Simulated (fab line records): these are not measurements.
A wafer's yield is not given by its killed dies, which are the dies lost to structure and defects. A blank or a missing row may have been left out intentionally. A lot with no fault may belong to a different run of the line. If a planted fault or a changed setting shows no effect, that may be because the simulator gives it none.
Which tool is to blame? :: flow sky130 :: 15 lots with 45 wafers sampled at 2 steps, on a route of 708 steps

## WHAT THE GAUGES READ, wafer by wafer
SKY_VT_ADJUST_NCORE_CD_MEAS_07 targets a cd of 380 nm. Usual: cdNm at 380.4 nm, with a standard deviation of 2.6.
lot: L131
measured: day 8 10:24
on: cdSem-01
cdNm (nm): 382.9 383.8 381.8
flag: 

lot: L132
measured: day 8 17:53
on: cdSem-02
cdNm (nm): 381.3 384.3 380.1
flag: 

lot: L135
measured: day 9 12:25
on: cdSem-02
cdNm (nm): 377.9 378.9 378.8
flag: 

lot: L136
measured: day 9 22:19
on: cdSem-01
cdNm (nm): 383.2 382.1 380.3
flag: 

lot: L137
measured: day 10 10:35
on: cdSem-02
cdNm (nm): 380.6 379.9 377.7
flag: 

lot: L143
measured: day 12 05:35
on: cdSem-01
cdNm (nm): 381.7 383.9 381.4
flag: 

lot: L144
measured: day 12 09:39
on: cdSem-01
cdNm (nm): 381.7 380.3 382.2
flag: 

lot: L146
measured: day 13 02:33
on: cdSem-01
cdNm (nm): 375.3 378.6 376.2
flag: 

lot: L147
measured: day 13 05:19
on: cdSem-02
cdNm (nm): 386.1 385.5 385.1
flag: 

lot: L148
measured: day 13 12:30
on: cdSem-01
cdNm (nm): 378.4 379.3 378.8
flag: 

lot: L149
measured: day 13 21:52
on: cdSem-02
cdNm (nm): 377.6 378.2 378.6
flag: 

lot: L150
measured: day 14 02:07
on: cdSem-02
cdNm (nm): 386.7 384.5 387.6
flag: 

lot: L151
measured: day 14 13:34
on: cdSem-01
cdNm (nm): 382.6 381.1 385.4
flag: 

lot: L153
measured: day 15 09:01
on: cdSem-02
cdNm (nm): 378.7 378.6 381.9
flag: 

lot: L154
measured: day 15 16:19
on: cdSem-02
cdNm (nm): 380.9 381.1 382.0
flag: 

SKY_RES_PROTECT_TW_MEAS_08. Usual: for POLY_GATE_TW the level is 4051 and the standard deviation is 23.
lot: L131
measured: day 15 08:53
on: filmMetro-01
POLY_GATE_TW: 4053 4029 4058
flag: 

lot: L132
measured: day 15 17:56
on: filmMetro-01
POLY_GATE_TW: 4053 4068 4071
flag: 

lot: L135
measured: day 17 00:08
on: filmMetro-01
POLY_GATE_TW: 4013 4021 4000
flag: 

lot: L136
measured: day 17 05:31
on: filmMetro-03
POLY_GATE_TW: 4054 4051 4067
flag: 

lot: L137
measured: day 17 21:49
on: filmMetro-03
POLY_GATE_TW: 4061 4046 4089
flag: 

lot: L143
measured: day 19 12:59
on: filmMetro-03
POLY_GATE_TW: 4073 4056 4050
flag: 

lot: L144
measured: day 20 02:37
on: filmMetro-01
POLY_GATE_TW: 4006 4025 4027
flag: 

lot: L146
measured: day 20 13:19
on: filmMetro-03
POLY_GATE_TW: 4076 4063 4064
flag: 

lot: L147
measured: day 20 14:26
on: filmMetro-03
POLY_GATE_TW: 4021 4068 4058
flag: 

lot: L148
measured: day 21 00:16
on: filmMetro-01
POLY_GATE_TW: 4025 4033 4032
flag: 

lot: L149
measured: day 21 12:17
on: filmMetro-02
POLY_GATE_TW: 4056 4027 4043
flag: 

lot: L150
measured: day 21 17:35
on: filmMetro-03
POLY_GATE_TW: 4097 4072 4087
flag: 

lot: L151
measured: day 22 04:41
on: filmMetro-03
POLY_GATE_TW: 4072 4053 4080
flag: 

lot: L153
measured: day 23 16:32
on: filmMetro-01
POLY_GATE_TW: 4036 4049 4020
flag: 

lot: L154
measured: day 23 18:05
on: filmMetro-01
POLY_GATE_TW: 4037 4027 4058
flag: 

## WHAT TOOL EACH LOT RAN ON (gives the tool, then ch and the chambers of the sampled wafers, and finally the start)
The record holds no process step before these readings.

## AS READ BY THE TOOLS THEMSELVES (means over the sampled wafers that have a number; for cases with no such wafer, the mark the record gives instead)
The record holds no such reading with a usual standard deviation.

## THE ANSWER, worked out from the rows above alone
Rule: take the mean of a lot's wafers that have a number; if it is more than 3 standard deviations from the usual mean, the lot is off. A lot without any number at a reading at which 4 lots or more have one is off too. Any other lot the step has rows for is counted as sound. After the gauges, taken in route order, come the tools' own readings; for these a lot's mean is taken, as printed above. The first step at which some lot is off is used, and at that step the reading that is off furthest; a lot without a number counts as furthest.
None of the lots is off at any reading shown; this tells nothing.

## WHAT THE SIMULATOR PUT IN
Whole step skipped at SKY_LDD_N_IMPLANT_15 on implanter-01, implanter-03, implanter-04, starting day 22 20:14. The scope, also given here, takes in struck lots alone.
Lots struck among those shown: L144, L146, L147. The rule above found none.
